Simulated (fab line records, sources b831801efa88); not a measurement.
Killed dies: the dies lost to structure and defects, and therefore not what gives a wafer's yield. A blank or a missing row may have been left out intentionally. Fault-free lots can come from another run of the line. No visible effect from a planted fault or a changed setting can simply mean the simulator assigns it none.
Struck lot and sound lot, side by side + flow sfq line + 14 out of 325 route steps
Sound: the wafers L972.2, L972.4, L972.6. Struck: wafer L961.2; the same lot's L961.3 was not struck, so it is left out; see the end for the cause.
Per side, at each step with rows, come the tool, then ch with its chambers, and then its first start. Under that, the readings that differ: sound wafers + struck wafers + difference of the means + sigmas: that difference in standard deviations of wafers without a fault.
alike: same words and numbers on both sides, and readings whose means sit less than 2 such deviations apart. not compared: any withheld reading, any reading some wafer has no value for, any bound like >300 that may hide the same value, and any number with overlapping values for which the record gives no deviation.
The two part at a step that has a row with sigmas, a row that says differs or no value, or rows on one side only. Non-overlapping numbers with no deviation appear without sigmas and do not part them. A reading that every wafer of one side lacks parts them only if that side has two wafers or more.

SFQ_TRILAYER_R5_DEP_SPUTTER_133: material MoNx, target thk 40 nm, time 66.7 s.
  sound: pvd sputter-05 at day 69 02:58; struck: pvd sputter-05 at day 60 05:22
| reading                | sound          | struck | difference | sigmas |
|------------------------|----------------|--------|------------|--------|
| throttle valve pct (%) | 29.7 29.3 29.5 | 31.5   | +2.0       | +2     |
SFQ_TRILAYER_R5_DEP_SPUTTER_134: material Ti, target thk 5 nm, time 5 s.
  sound: pvd sputter-05 at day 69 03:01; struck: pvd sputter-05 at day 60 05:25
| reading                | sound          | struck | difference | sigmas |
|------------------------|----------------|--------|------------|--------|
| throttle valve pct (%) | 30.1 29.3 29.4 | 31.8   | +2.2       | +2     |
SFQ_R5_RS_MEAS_933: the measuring method here is four-point-probe.
  sound: film metro-04 at day 69 03:03; struck: film metro-02 at day 60 05:28
  alike: R5_MONX_RS
SFQ_R5_THK_MEAS_934: measures by xrf.
  sound: film metro-04 at day 69 03:10; struck: film metro-02 at day 60 05:34
  alike: R5_MONX_THK
then, 6 steps without rows for these wafers: SFQ_TRILAYER_R5_LITHO_COAT_141 (resist thk 62 nm); SFQ_TRILAYER_R5_LITHO_COAT_136 (resist thk 600 nm); SFQ_TRILAYER_R5_LITHO_SOFTBAKE_140; SFQ_TRILAYER_R5_LITHO_EXPOSE_137 (exposes mask R5, target cd 500 nm); SFQ_TRILAYER_R5_LITHO_PEB_139 (peb time 60 s); SFQ_TRILAYER_R5_LITHO_DEVELOP_138 (time 60 s).
SFQ_R5_OVL_MEAS_935:
  sound: overlay-01 at day 70 04:58; struck: overlay-02 at day 61 04:31
  alike: R5_OVL
SFQ_TRILAYER_R5_BARC_OPEN_METAL_ETCH_177: etches BARC in O2, target depth 125 nm, time 41.7 s.
  sound on rie metal-04 ch 0,1, day 70 05:00; struck on rie metal-04 ch 0, day 61 04:34
  alike: drypump motor current A, oes product au, run length s
  not compared: rf hours counter h
SFQ_TRILAYER_R5_ETCH_METAL_ETCH_139: etches the open film in Cl2, stops on SiO2, target depth 60 nm, time 40 s.
  sound on rie metal-04 ch 0,1, day 70 05:04; struck on rie metal-04 ch 0, day 61 04:41
| reading                                             | sound             | struck | difference | sigmas |
|-----------------------------------------------------|-------------------|--------|------------|--------|
| oes product au (a.u.)                               | 0.995 0.990 0.983 | 0.926  | -0.063     | -12    |
| run length s (s)                                    | 68.6 68.8 68.7    | 73.5   | +4.8       | +15    |
| model.KrF_of_TRILAYER_R5_LITHO_COAT_136.thk nm (nm) | 497.3 498.9 501   | 496.7  | -2.4       |        |
  alike: drypump motor current A
  not compared: rf hours counter h
SFQ_TRILAYER_R5_STRIP_STRIP_140: strips in O2.
  sound on rie metal-04 ch 0,1, day 70 05:07; struck on rie metal-04 ch 0, day 61 04:59
  alike: drypump motor current A, oes product au
  not compared: rf hours counter h

== WHERE THEY PART ==
First at SFQ_TRILAYER_R5_DEP_SPUTTER_133; last, within this record, at SFQ_TRILAYER_R5_ETCH_METAL_ETCH_139. Later steps at which nothing parts them and some readings are alike: SFQ_TRILAYER_R5_STRIP_STRIP_140.

WHY: whatever the simulator had introduced
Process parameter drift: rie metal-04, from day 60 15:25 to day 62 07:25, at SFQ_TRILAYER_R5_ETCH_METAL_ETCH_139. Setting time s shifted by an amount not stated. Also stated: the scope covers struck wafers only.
